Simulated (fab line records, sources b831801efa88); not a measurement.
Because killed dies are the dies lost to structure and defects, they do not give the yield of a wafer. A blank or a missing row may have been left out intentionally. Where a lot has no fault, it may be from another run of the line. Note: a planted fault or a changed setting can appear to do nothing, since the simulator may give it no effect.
Which tool is to blame? || flow sky130 || Sampling: 13 lots, 39 wafers, 2 of 708 route steps

WHAT THE GAUGES SHOWED, per wafer
SKY_VT_ADJUST_PCH_TW_MEAS_10.
{"lot": "L327", "measured": "day 10 07:27", "on": "filmMetro-01", "VT_ADJUST_PCH_TW": "143.6 143.8 143.5"}
{"lot": "L328", "measured": "day 10 11:31", "on": "filmMetro-03", "VT_ADJUST_PCH_TW": "142.6 141.9 142.5"}
{"lot": "L329", "measured": "day 10 22:11", "on": "filmMetro-03", "VT_ADJUST_PCH_TW": "143.1 141.9 141.8"}
{"lot": "L330", "measured": "day 11 04:43", "on": "filmMetro-03", "VT_ADJUST_PCH_TW": "142.2 142.1 143.0"}
{"lot": "L331", "measured": "day 11 09:46", "on": "filmMetro-01", "VT_ADJUST_PCH_TW": "144.1 144.0 143.6"}
{"lot": "L332", "measured": "day 12 03:52", "on": "filmMetro-02", "VT_ADJUST_PCH_TW": "143.2 142.6 142.5"}
{"lot": "L336", "measured": "day 13 06:07", "on": "filmMetro-02", "VT_ADJUST_PCH_TW": "141.9 142.2 142.2"}
{"lot": "L338", "measured": "day 14 01:10", "on": "filmMetro-03", "VT_ADJUST_PCH_TW": "142.9 142.6 142.4"}
{"lot": "L339", "measured": "day 14 08:58", "on": "filmMetro-03", "VT_ADJUST_PCH_TW": "142.2 142.0 142.4"}
{"lot": "L346", "measured": "day 16 17:39", "on": "filmMetro-02", "VT_ADJUST_PCH_TW": "142.1 142.7 142.4"}
{"lot": "L348", "measured": "day 17 02:24", "on": "filmMetro-03", "VT_ADJUST_PCH_TW": "142.2 142.6 142.5"}
{"lot": "L349", "measured": "day 17 08:35", "on": "filmMetro-03", "VT_ADJUST_PCH_TW": "142.2 142.1 141.8"}
{"lot": "L350", "measured": "day 17 18:31", "on": "filmMetro-01", "VT_ADJUST_PCH_TW": "143.4 143.8 142.8"}

SKY_POLY_GATE_THK_MEAS_01.
{"lot": "L327", "measured": "day 13 22:11", "on": "filmMetro-03", "POLY_GATE_CVD_00_THK (nm)": "181.6 180.8 180.8"}
{"lot": "L328", "measured": "day 14 02:58", "on": "filmMetro-02", "POLY_GATE_CVD_00_THK (nm)": "181.4 181.6 181.9"}
{"lot": "L329", "measured": "day 14 15:34", "on": "filmMetro-02", "POLY_GATE_CVD_00_THK (nm)": "178.9 181.6 180.4"}
{"lot": "L330", "measured": "day 14 22:17", "on": "filmMetro-01", "POLY_GATE_CVD_00_THK (nm)": "176.8 178.4 177.6"}
{"lot": "L331", "measured": "day 15 01:15", "on": "filmMetro-01", "POLY_GATE_CVD_00_THK (nm)": "181.7 179.3 180.6"}
{"lot": "L332", "measured": "day 16 00:59", "on": "filmMetro-01", "POLY_GATE_CVD_00_THK (nm)": "180.6 181.8 181.7"}
{"lot": "L336", "measured": "day 17 03:22", "on": "filmMetro-02", "POLY_GATE_CVD_00_THK (nm)": "180.7 180.7 181.3"}
{"lot": "L338", "measured": "day 18 02:10", "on": "filmMetro-02", "POLY_GATE_CVD_00_THK (nm)": "180.9 182.5 182.1"}
{"lot": "L339", "measured": "day 18 10:46", "on": "filmMetro-03", "POLY_GATE_CVD_00_THK (nm)": "180.5 178.6 180.0"}
{"lot": "L346", "measured": "day 20 23:39", "on": "filmMetro-01", "POLY_GATE_CVD_00_THK (nm)": "181.3 180.5 180.4"}
{"lot": "L348", "measured": "day 21 11:41", "on": "filmMetro-03", "POLY_GATE_CVD_00_THK (nm)": "178.8 178.9 179.8"}
{"lot": "L349", "measured": "day 21 16:32", "on": "filmMetro-02", "POLY_GATE_CVD_00_THK (nm)": "180.8 180.7 181.2"}
{"lot": "L350", "measured": "day 22 02:59", "on": "filmMetro-03", "POLY_GATE_CVD_00_THK (nm)": "182.3 184.6 184.2"}

WHICH TOOL RAN EACH LOT (tool, then ch and the chambers of the sampled wafers, then the start)
There is no process step in the record ahead of these readings.

AS READ BY THE TOOLS THEMSELVES (means over the sampled wafers that have a number; for cases with no such wafer, the mark the record gives instead)
The record holds no such reading with a usual standard deviation.

THE ANSWER, worked out from the rows above alone
Rule: the lots themselves supply what counts as usual. The widest of any qualifying gaps counts: lots, ordered by their means at a reading, are off when they make up no more than a third of the lots, leave a main group of 4 or more, and stand apart from it by 3 or more times the standard deviation of that group's means. Not used: any main group whose means are identical at the precision the tables above print for the reading. A lot without any number at a reading at which 4 lots or more have one is off too. The other lots that the step has rows for count as sound. First the gauges in route order, then the tools' own readings, where a lot's mean is used as printed above. At the first step where some lot is off, the reading lying furthest off is the one used; lots without a number count as furthest.
None of the lots is off at any reading shown; this tells nothing.

WHAT WAS PUT IN BY THE SIMULATOR
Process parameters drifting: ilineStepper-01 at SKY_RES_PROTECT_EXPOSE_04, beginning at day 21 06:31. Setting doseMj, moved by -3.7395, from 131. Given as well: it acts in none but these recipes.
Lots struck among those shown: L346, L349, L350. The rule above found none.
